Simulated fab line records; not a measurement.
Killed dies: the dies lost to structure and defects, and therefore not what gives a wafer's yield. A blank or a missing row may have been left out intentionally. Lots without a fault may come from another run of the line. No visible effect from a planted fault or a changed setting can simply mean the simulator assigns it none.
Problem report in the 8D (eight disciplines) form, filled by code :: flow sky130 :: the parts of the form that need people (team, actions taken, sign-off) are left out

## 1. PROBLEM STATEMENT
Across 5 wafers from 3 lots, METAL2_ALCU_RS at SKY_METAL2_RS_MEAS_05 averages 0.0647 ohm/sq, while fault-free wafers read 0.1268 ohm/sq with a standard deviation of 0.0012. Relative to the usual mean, that is a shift of -52 standard deviations.
The step: measures by four-point-probe.
Seen first at day 38 22:27 on film_metro-02, wafer L691.3. At this step, 45 wafers from 15 lots have a number in the record. By rule, "out" or "out of limits" means more than 4 standard deviations away from the usual mean. All remaining wafers that have a number are taken as sound.

## 2. WHAT IT IS AND WHAT IT IS NOT
question: which readings at this step
is: METAL2_ALCU_RS
is not: -

question: which lots
is: L691, L693, L694
is not: L676, L677, L678, L679, L681, L682, L683, L684, L685, L686, L687, L692

question: which wafers of those lots
is: L691.3, L691.4, L693.3, L694.1, L694.6
is not: L691.6, L693.1, L693.2, L694.2

question: read on which gauges
is: film_metro-02, film_metro-04
is not: -

question: when
is: from day 38 22:27
is not: up to then (34 sound wafers); but 6 sound wafers of L692, L693, L694 came after

## 3. WHAT RULES OUT EACH SUSPECT
Counting: any tool at a process step up to the reading remains a suspect provided it ran every lot that is out. Sound lots after the first of them don't rule it out here, since some wafers of a struck lot are sound.
- the gauge at SKY_METAL2_RS_MEAS_05 has been ruled out. 2 gauges (film_metro-02, film_metro-04) read the wafers that are out.
- pvd_sputter-02 at SKY_METAL2_SPUTTER_02 (material AlCu, target thk 250 nm, time 13.3 s): kept. Ran every lot that is out, first one L691 (day 38 22:19); last sound lot up to then L687 (day 37 12:39).
Left after counting: pvd_sputter-02 at SKY_METAL2_SPUTTER_02.

## 4. THE CAUSE (what the simulator had put in)
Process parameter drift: pvd_sputter-02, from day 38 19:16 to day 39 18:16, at SKY_METAL2_SPUTTER_02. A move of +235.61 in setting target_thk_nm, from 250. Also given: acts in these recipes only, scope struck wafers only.
Counting left only this tool.

## 5. THE EFFECT CHAIN, in route order
Each row: a reading whose mean over the struck wafers that have a number lies more than 3 standard deviations from the usual. Only readings for which the record gives a usual standard deviation are gone through. hours: the time from each lot's start at the first step in this table that gives one to its start at this step, as a median over the lots. sigmas: the change in usual standard deviations.
hours: 0
step: SKY_METAL2_RS_MEAS_05
reading: METAL2_ALCU_RS
usual: 0.1268 ohm/sq
on struck wafers: 0.0647
change: -0.0621
sigmas: -52

hours: 2
step: SKY_METAL2_THK_MEAS_06
reading: METAL2_ALCU_THK
usual: 245 nm
on struck wafers: 477
change: +232
sigmas: +68

hours: 25
step: SKY_METAL2_METAL_ETCH_19
reading: oes_product_au
usual: 0.854 a.u.
on struck wafers: 1.000
change: +0.146
sigmas: +26
Process steps it contains:
- SKY_METAL2_METAL_ETCH_19: etches the open film in Cl2/BCl3, stops on SiO2, target depth 360 nm, time 78 s.

## 6. WHAT WOULD HAVE CAUGHT IT SOONER
The first out-of-limits reading at a measuring or inspecting step in this record came at day 38 22:27, 3 hours after the fault's start at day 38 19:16.
No tool reading at SKY_METAL2_SPUTTER_02 that has a usual standard deviation in the record was out on any struck wafer, so an alarm limit of 4 standard deviations on those readings would not have fired.
Of the lots that are out (3), L693, L694 began SKY_METAL2_SPUTTER_02 on pvd_sputter-02 after day 38 22:27. A hold on the tool at that time would have spared those 2.
